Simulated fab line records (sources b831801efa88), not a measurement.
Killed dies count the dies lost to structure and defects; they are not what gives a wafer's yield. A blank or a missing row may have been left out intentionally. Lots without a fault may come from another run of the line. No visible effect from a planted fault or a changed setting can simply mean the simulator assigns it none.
fab line records	flow sky130
record lots=11	wafers=33	last-day=49
route steps=708 shown VIA1@471 METAL2@501 VIA2@527 PASSIVATION@693 PAD_OPEN@708
lots that met no fault: taken from a fault-free run of the same line
start-h: hours from the record's opening day to when the first of the lot's shown wafers began	wait-h: hours since the lot's step before	" identical to the entry in the row above	L1.1+2: a row that stands for several wafers	- no value, or no start was given	* or withheld: withheld	< > ~ a bound
route shown NAME@n: NAME is a module with steps in the file, n the number in the route of the first one	usual: mean and standard deviation over wafers with no fault	same: alike in all rows	chamber/n: place in a boat	sites: the reading at each site	_std_site: standard deviation of those values	_edge_site: outer sites' mean less inner sites'	radius-mm: for every site, how far away it sits from the centre of the wafer	mask NAME#n: copy n	behind: the last tool/chamber to shape the wafer	hold: what put the lot on hold/how long, in hours/how the hold closed	device: the n, p or np transistor that did not switch	end of line: tests of these same wafers at the route's end	step lacking rows: just its recipe	killed: count of dies lost to structure and defects at first sort (not the wafer's yield)	map: dies across one wafer; x = killed, . = not, _ = none there
set.NAME: the run value of the setting; set.NAME@STEP: its run value at that earlier step	model.NAME: the simulator's own value behind a step, which no gauge read
the route's steps for a sample of lots (tables are steps, rows are wafers)
services: from which hour (start-h, from the record's first day; less than 0 if before it) a tool's chamber was out of use, for how many hours, and why
## steps
# step SKY_VIA1_OVL_MEAS_13
# usual VIA1_OVL=1/4.9
lot.wafer	tool	chamber	start-h	wait-h	VIA1_OVL[nm]
L260.1	overlay-01	-	791.55	0.1	6
L260.2	"	-	"	"	8
L260.5	"	-	"	"	4
L261.2	overlay-02	-	799.45	0.1	8
L261.3	"	-	"	"	3
L261.5	"	-	"	"	0
L262.3	overlay-02	-	802.54	0.1	7
L262.5	"	-	"	"	5
L262.6	"	-	"	"	13
L263.3	overlay-02	-	816.04	0.1	5
L263.4	"	-	"	"	7
L263.5	"	-	"	"	3
L264.1	overlay-01	-	828.23	0.1	-14
L264.2	"	-	"	"	-4
L264.5	"	-	"	"	-14
L266.1	overlay-02	-	836.68	0.1	6
L266.2	"	-	"	"	3
L266.3	"	-	"	"	0
L268.1	overlay-01	-	849.09	0.1	4
L268.3	"	-	"	"	2
L268.4	"	-	"	"	5
L271.3	overlay-01	-	885.14	0.1	2
L271.4	"	-	"	"	0
L271.5	"	-	"	"	-1
L273.2	overlay-01	-	897.41	0.1	-1
L273.3	"	-	"	"	0
L273.6	"	-	"	"	4
L275.1	overlay-02	-	909.53	0.1	0
L275.2	"	-	"	"	-3
L275.5	"	-	"	"	-7
L277.2	overlay-01	-	923.73	0.1	-6
L277.4	"	-	"	"	-6
L277.5	"	-	"	"	3
# step SKY_METAL2_ETCH_18
# recipe chemistry=N2/H2	target=BARC	ion-energy-ev=200	bias-w=100	pressure-mtorr=30	n2-flow-sccm=100	h2-flow-sccm=200	icp-w=500	stop-on=SiO2	time-s=45.9	target-depth-a=600
# usual bias-w=99.98/0.28	chamber-pressure-mTorr=30.001/0.026	drypump-motor-current-A=5.59/0.16	h2-flow-sccm=199.8/0.64	oes-product-au=0.855/0.0045	throttle-valve-pct=13.224/0.0088
lot.wafer	tool	chamber	start-h	wait-h	bias-w	chamber-pressure-mTorr	drypump-motor-current-A	h2-flow-sccm	oes-product-au	rf-hours-counter-h	throttle-valve-pct
L260.1	rie-metal-02	1	820.30	0.0	99.96	29.985	5.83	200.2	0.850	16	13.227
L260.2	"	0	"	"	100.19	29.997	5.30	200.0	0.846	6	13.219
L260.5	"	1	"	"	99.64	30.013	5.80	200.2	0.847	-	13.224
L261.2	rie-metal-03	1	827.27	0.0	100.11	29.992	5.63	200.1	0.848	14	13.228
L261.3	"	1	"	"	100.21	30.034	5.65	200.1	0.852	-	13.226
L261.5	"	0	"	"	99.88	30.020	5.68	201.0	0.855	-	13.215
L262.3	rie-metal-03	0	830.47	0.0	100.25	29.979	5.62	199.7	0.859	-	13.233
L262.5	"	1	"	"	100.22	30.008	5.61	199.6	0.854	-	13.217
L262.6	"	0	"	"	100.10	29.989	5.61	198.9	0.860	-	13.227
L263.3	rie-metal-03	1	843.52	0.0	99.63	30.016	5.63	200.0	0.856	-	13.233
L263.4	"	0	"	"	100.23	29.960	5.63	199.5	0.860	-	13.213
L263.5	"	0	"	"	99.82	29.970	5.63	199.3	0.854	-	13.221
L264.1	rie-metal-01	1	855.65	0.0	99.81	29.998	5.69	199.7	0.850	11	13.231
L264.2	"	0	"	"	100.41	29.991	5.65	201.0	0.851	10	13.232
L264.5	"	0	"	"	99.87	29.985	5.64	200.2	0.862	-	13.225
L266.1	rie-metal-02	0	864.68	0.1	99.97	29.958	5.30	199.8	0.862	9	13.220
L266.2	"	0	"	"	99.97	30.017	5.30	200.0	0.850	-	13.216
L266.3	"	0	"	"	99.85	30.030	5.28	199.5	0.858	-	13.222
L268.1	rie-metal-01	1	877.40	0.0	99.94	30.038	5.68	199.7	0.849	12	13.223
L268.3	"	0	"	"	100.37	30.039	5.64	199.8	0.864	-	13.234
L268.4	"	1	"	"	99.66	30.012	5.67	200.0	0.855	-	13.225
L271.3	rie-metal-03	0	913.32	0.0	100.00	30.026	5.65	200.5	0.855	-	13.222
L271.4	"	1	"	"	100.12	30.028	5.64	200.2	0.861	-	13.223
L271.5	"	0	"	"	100.15	30.013	5.64	200.0	0.849	-	13.215
L273.2	rie-metal-03	0	924.95	0.0	100.23	30.027	5.63	199.0	0.856	1	13.219
L273.3	"	0	"	"	99.75	29.990	5.64	200.1	0.860	-	13.217
L273.6	"	0	"	"	99.96	30.042	5.63	199.4	0.848	-	13.226
L275.1	rie-metal-03	0	935.97	0.0	100.24	30.040	5.63	200.5	0.853	1	13.221
L275.2	"	1	"	"	100.05	30.041	5.62	200.0	0.862	2	13.210
L275.5	"	0	"	"	100.02	30.004	5.63	200.0	0.853	-	13.237
L277.2	rie-metal-03	0	948.92	0.0	99.70	30.038	5.67	198.8	0.853	2	13.234
L277.4	"	1	"	"	99.65	30.027	5.63	200.4	0.850	-	13.219
L277.5	"	0	"	"	99.82	29.988	5.64	198.8	0.853	-	13.230
# step SKY_VIA2_SPUTTER_20
# recipe material=TiN	target-thk-nm=20	chamber-pressure-pa=5	power-w=4000	time-s=80
# usual throttle-valve-pct=29.7/1
lot.wafer	tool	chamber	start-h	wait-h	throttle-valve-pct
L260.1	pvd-sputter-03	-	848.86	0.0	31.2
L260.2	"	-	"	"	29.9
L260.5	"	-	"	"	31.6
L261.2	pvd-sputter-04	-	855.61	0.0	27.6
L261.3	"	-	"	"	29.3
L261.5	"	-	"	"	27.6
L262.3	pvd-sputter-01	-	859.27	0.0	28.5
L262.5	"	-	"	"	29.4
L262.6	"	-	"	"	28.1
L263.3	pvd-sputter-04	-	871.85	0.0	29.5
L263.4	"	-	"	"	29.3
L263.5	"	-	"	"	27.6
L264.1	pvd-sputter-03	-	883.87	0.0	31.1
L264.2	"	-	"	"	30.0
L264.5	"	-	"	"	31.1
L266.1	pvd-sputter-04	-	893.25	0.0	29.9
L266.2	"	-	"	"	29.2
L266.3	"	-	"	"	29.4
L268.1	pvd-sputter-01	-	906.38	0.0	29.8
L268.3	"	-	"	"	29.3
L268.4	"	-	"	"	28.4
L271.3	pvd-sputter-01	-	940.12	0.0	29.2
L271.4	"	-	"	"	29.5
L271.5	"	-	"	"	28.8
L273.2	pvd-sputter-03	-	950.59	0.0	31.1
L273.3	"	-	"	"	30.0
L273.6	"	-	"	"	30.2
L275.1	pvd-sputter-03	-	964.63	0.0	30.1
L275.2	"	-	"	"	31.5
L275.5	"	-	"	"	29.9
L277.2	pvd-sputter-03	-	975.14	0.0	30.0
L277.4	"	-	"	"	30.3
L277.5	"	-	"	"	31.3
# step SKY_PASSIVATION_STRIP_12
# recipe chemistry=O2/N2	power-w=1400	pressure-mtorr=1500	platen-temp-c=withheld	overash-fraction=0.7	o2-flow-sccm=3000	n2-flow-sccm=300
# usual chamber-pressure-mTorr=1500.0/1.4	drypump-motor-current-A=5.36/0.3	o2-flow-sccm=2999/9.1	oes-product-au=0.661/0.0046	strip-time-to-endpoint-s=31.50/0.11
lot.wafer	tool	chamber	start-h	wait-h	chamber-pressure-mTorr	drypump-motor-current-A	o2-flow-sccm	oes-product-au	rf-hours-counter-h	strip-time-to-endpoint-s
L260.1	plasma-asher-01	0	1051.37	0.1	1498.8	5.09	3008	0.665	31	31.58
L260.2	"	1	"	"	1498.9	5.46	2994	0.664	31	31.54
L260.5	"	0	"	"	1500.7	5.09	2996	0.662	-	31.48
L261.2	plasma-asher-01	0	1058.64	0.1	1498.3	5.09	3009	0.660	32	31.71
L261.3	"	1	"	"	1499.5	5.44	2990	0.660	-	31.71
L261.5	"	0	"	"	1502.0	5.07	3016	0.658	-	31.75
L262.3	plasma-asher-01	1	1062.11	0.1	1498.4	5.47	3000	0.659	-	31.43
L262.5	"	1	"	"	1501.8	5.46	3001	0.665	-	31.48
L262.6	"	0	"	"	1499.5	5.09	3007	0.665	-	31.49
L263.3	plasma-asher-01	1	1069.60	0.1	1501.6	5.47	2994	0.656	-	31.40
L263.4	"	0	"	"	1497.2	5.08	2991	0.662	-	31.38
L263.5	"	0	"	"	1501.2	5.07	2977	0.663	-	31.49
L264.1	plasma-asher-01	0	1082.12	0.1	1498.2	5.10	2993	0.659	34	31.41
L264.2	"	1	"	"	1498.1	5.45	2990	0.663	34	31.76
L264.5	"	0	"	"	1500.8	5.10	2996	0.664	-	31.67
L266.1	plasma-asher-01	1	1090.78	0.1	1501.2	5.45	2997	0.667	35	31.39
L266.2	"	0	"	"	1498.4	5.07	2997	0.665	35	31.48
L266.3	"	1	"	"	1499.1	5.46	2993	0.664	-	31.38
L268.1	plasma-asher-03	1	1100.72	0.1	1501.4	4.84	3005	0.665	93	31.67
L268.3	"	1	"	"	1499.9	4.85	3011	0.661	-	31.62
L268.4	"	0	"	"	1500.7	5.29	3009	0.662	-	31.66
L271.3	plasma-asher-01	1	1126.46	0.1	1500.0	5.44	2986	0.658	-	31.44
L271.4	"	0	"	"	1501.5	5.09	3002	0.675	-	31.39
L271.5	"	1	"	"	1499.8	5.46	2975	0.669	-	31.40
L273.2	plasma-asher-02	1	1133.42	0.1	1502.3	5.78	3005	0.662	6	31.55
L273.3	"	1	"	"	1498.6	5.80	3018	0.660	-	31.60
L273.6	"	1	"	"	1499.0	5.82	2991	0.660	-	31.47
L275.1	plasma-asher-01	1	1144.82	0.1	1499.7	5.46	3011	0.662	41	31.56
L275.2	"	0	"	"	1499.4	5.06	2983	0.669	41	31.55
L275.5	"	1	"	"	1499.3	5.44	2986	0.663	-	31.49
L277.2	plasma-asher-03	0	1153.47	0.1	1499.9	5.25	2997	0.658	98	31.56
L277.4	"	0	"	"	1499.9	5.25	2992	0.658	-	31.43
L277.5	"	1	"	"	1501.7	4.86	2997	0.669	-	31.62
# step SKY_PAD_OPEN_PROBE_99
# usual defect-limited-yield=82.4/2	killed_at_M0_to_M3=44/6.5	killed_at_M4_up=3.3/1.7	killed-at-contacts=25/5.3	killed-at-front-end=15/5	killed-at-other=0.2/0.47	killed-dies=87/9.9	killed-on-rim=17/3.8	killed-open=47/8	killed-short=39/6.1	sort_bin_3_pad_short=0.9/0.43	sort_bin_5_function=10.4/1.5	sort_bin_6_memory=6.2/1.2	sort-n-pass=405/9.9	sort-yield-pct=82.4/2
# same gross-dies=492	killed-at-back-side=0	sort_bin_4_leakage[%]=0	sort_bin_8_speed[%]=0
lot.wafer	tool	chamber	start-h	wait-h	hold	defect-limited-yield[%]	killed_at_M0_to_M3	killed_at_M4_up	killed-at-contacts	killed-at-front-end	killed-at-other	killed-dies	killed-on-rim	killed-open	killed-short	sort_bin_3_pad_short[%]	sort_bin_5_function[%]	sort_bin_6_memory[%]	sort-n-pass	sort-yield-pct[%]
L264.1	prober-01	-	1104.95	0.1	-	84.6	31	3	29	12	1	76	14	37	39	0.4	9.1	5.9	416	84.6
L264.2	prober-01	-	1105.00	0.1	-	83.9	37	0	29	13	0	79	16	53	26	0.4	9.8	5.9	413	83.9
L264.5	prober-01	-	1105.15	0.2	-	81.3	54	1	24	13	0	92	17	57	35	1.4	10.4	6.9	400	81.3
L273.2	prober-02	-	1154.28	0.1	-	80.5	46	1	26	23	0	96	16	58	38	1.4	10.8	7.3	396	80.5
L273.3	prober-02	-	1154.33	0.2	-	85.4	39	1	23	9	0	72	14	32	40	1.2	7.5	5.9	420	85.4
L273.6	prober-02	-	1154.48	0.2	-	83.7	45	6	18	10	1	80	19	40	40	0.4	9.3	6.5	412	83.7
L275.1	prober-02	-	1164.94	0.1	await-dispo/4.3h/release	83.7	41	3	21	15	0	80	12	35	45	1.2	8.7	6.3	412	83.7
L275.2	prober-02	-	1164.99	0.1	await-dispo/4.3h/release	73.6	86	4	19	21	0	130	29	49	39	3.7	13.8	8.9	362	73.6
L275.5	prober-02	-	1165.14	0.2	await-dispo/4.3h/release	82.7	47	4	19	15	0	85	15	39	46	0.6	9.6	7.1	407	82.7
L277.2	prober-01	-	1173.17	0.1	await-dispo/3.2h/release	85.6	36	7	19	9	0	71	19	37	34	0.8	8.7	4.9	421	85.6
L277.4	prober-01	-	1173.27	0.2	await-dispo/3.2h/release	74.0	90	1	21	15	1	128	29	53	32	3.0	14.4	8.5	364	74.0
L277.5	prober-01	-	1173.32	0.2	await-dispo/3.2h/release	81.3	50	2	21	19	0	92	18	45	47	0.6	11.8	6.3	400	81.3
# killed by level:class
L264.1 CONTACT:geometric-particle:open=12 VIA2:geometric-particle:open=6 CONTACT:geometric-particle:short=6 METAL2:geometric-particle:short=6 LI_CONTACT:geometric-particle:open=5 LI_CONTACT:geometric-particle:short=5 VIA3:geometric-particle:short=4 METAL3:geometric-particle:short=3
L264.2 CONTACT:geometric-particle:open=10 VIA1:geometric-particle:open=9 VIA3:geometric-particle:open=9 LI_CONTACT:geometric-particle:open=5 POLY_GATE:geometric-particle:open=4 LI_CONTACT:geometric-particle:short=4 LOCAL_INTERCONNECT:geometric-particle:short=4 FIELD_ISO:geometric-particle:open=3
L264.5 VIA1:geometric-particle:open=17 CONTACT:geometric-particle:open=12 LI_CONTACT:geometric-particle:open=7 VIA1:geometric-particle:short=7 VIA3:geometric-particle:open=6 FIELD_ISO:geometric-particle:short=5 METAL1:geometric-particle:short=5 VIA2:geometric-particle:open=5
L273.2 CONTACT:geometric-particle:open=13 VIA3:geometric-particle:open=10 VIA1:geometric-particle:open=9 FIELD_ISO:geometric-particle:open=7 FIELD_ISO:geometric-particle:short=6 METAL1:geometric-particle:short=5 SPACER:geometric-particle:open=4 LI_CONTACT:geometric-particle:short=4
L273.3 CONTACT:geometric-particle:open=10 METAL2:geometric-particle:short=7 VIA3:geometric-particle:open=7 METAL3:geometric-particle:short=6 METAL1:geometric-particle:short=5 LI_CONTACT:geometric-particle:open=4 VIA1:geometric-particle:open=4 VIA3:geometric-particle:short=4
L273.6 VIA1:geometric-particle:open=15 METAL1:geometric-particle:short=8 METAL2:geometric-particle:short=8 METAL4:geometric-particle:short=5 LI_CONTACT:geometric-particle:open=5 CONTACT:geometric-particle:open=5 VIA2:geometric-particle:open=5 CONTACT:geometric-particle:short=4
L275.1 LI_CONTACT:geometric-particle:open=8 CONTACT:geometric-particle:open=7 METAL1:geometric-particle:short=7 VIA1:geometric-particle:open=6 METAL2:geometric-particle:short=6 VIA2:geometric-particle:short=6 FIELD_ISO:geometric-particle:short=5 POLY_GATE:geometric-particle:short=4
L275.2 METAL2:unspecified=42 VIA1:geometric-particle:open=10 VIA3:geometric-particle:open=10 METAL2:geometric-particle:short=9 CONTACT:geometric-particle:open=8 VIA2:geometric-particle:open=6 FIELD_ISO:geometric-particle:open=5 FIELD_ISO:geometric-particle:short=4
L275.5 VIA1:geometric-particle:open=10 METAL1:geometric-particle:short=7 LI_CONTACT:geometric-particle:open=6 CONTACT:geometric-particle:open=6 METAL2:geometric-particle:short=6 VIA3:geometric-particle:short=6 VIA1:geometric-particle:short=5 FIELD_ISO:geometric-particle:short=4
L277.2 VIA1:geometric-particle:open=8 CONTACT:geometric-particle:open=7 METAL1:geometric-particle:short=7 VIA2:geometric-particle:open=6 METAL4:geometric-particle:short=6 LI_CONTACT:geometric-particle:open=4 METAL2:geometric-particle:short=4 POLY_GATE:geometric-particle:open=3
L277.4 METAL2:unspecified=43 VIA1:geometric-particle:open=10 CONTACT:geometric-particle:open=9 POLY_GATE:geometric-particle:open=7 METAL2:geometric-particle:short=7 VIA2:geometric-particle:open=6 LI_CONTACT:geometric-particle:open=5 FIELD_ISO:geometric-particle:open=5
L277.5 METAL1:geometric-particle:short=11 VIA1:geometric-particle:short=10 CONTACT:geometric-particle:open=10 VIA3:geometric-particle:open=7 FIELD_ISO:geometric-particle:open=6 METAL2:geometric-particle:short=6 VIA1:geometric-particle:open=6 LI_CONTACT:geometric-particle:open=5
## services
tool	chamber	start-h	hours	kind
rie-metal-02	0	799.55	5.7	repair
pvd-sputter-03	-	802.66	5.0	repair
rie-metal-02	-	804.40	1.4	pm
rie-metal-03	1	813.24	9.5	repair
plasma-asher-02	-	864.36	2.8	pm
pvd-sputter-04	-	979.53	5.0	repair
plasma-asher-03	-	988.18	1.3	repair
pvd-sputter-04	-	988.26	1.0	repair
rie-metal-01	0	1010.40	10.6	repair
rie-metal-01	-	1025.95	1.3	repair
pvd-sputter-01	-	1042.28	5.3	repair
rie-metal-01	1	1046.89	4.7	repair
plasma-asher-02	-	1055.25	9.0	pm
rie-metal-01	-	1062.84	54.9	repair
pvd-sputter-03	-	1065.02	4.6	repair
plasma-asher-03	-	1065.66	5.3	pm
rie-metal-01	-	1079.03	13.5	repair
pvd-sputter-01	-	1116.51	0.7	repair
rie-metal-03	-	1122.72	2.8	pm
plasma-asher-01	-	1126.64	1.4	repair
pvd-sputter-01	-	1126.93	2.1	repair
pvd-sputter-04	-	1126.96	3.9	repair
plasma-asher-03	-	1132.75	1.9	repair
plasma-asher-01	-	1134.99	2.8	pm
## key
first-sign step=SKY_PAD_OPEN_PROBE_99	reading=killed_at_M0_to_M3	direction=up	sigmas=6.8	usual=44	struck=88
effect step=SKY_PAD_OPEN_PROBE_99	reading=sort_bin_3_pad_short	direction=up	sigmas=5.6	usual=0.9	struck=3.4
met-at SKY_METAL2_ETCH_18
struck-lots L275,L277
struck-wafers L275.2,L277.4
not-acting-at SKY_VIA1_OVL_MEAS_13,SKY_VIA2_SPUTTER_20,SKY_PASSIVATION_STRIP_12
onset-between 913.32 935.97
fault kind=chamber-particle-source	tool=rie-metal-03	chamber=1	onset-h=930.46	steps=SKY_METAL2_ETCH_18	rate-per-visit-cm2=1.8111	end-h=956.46
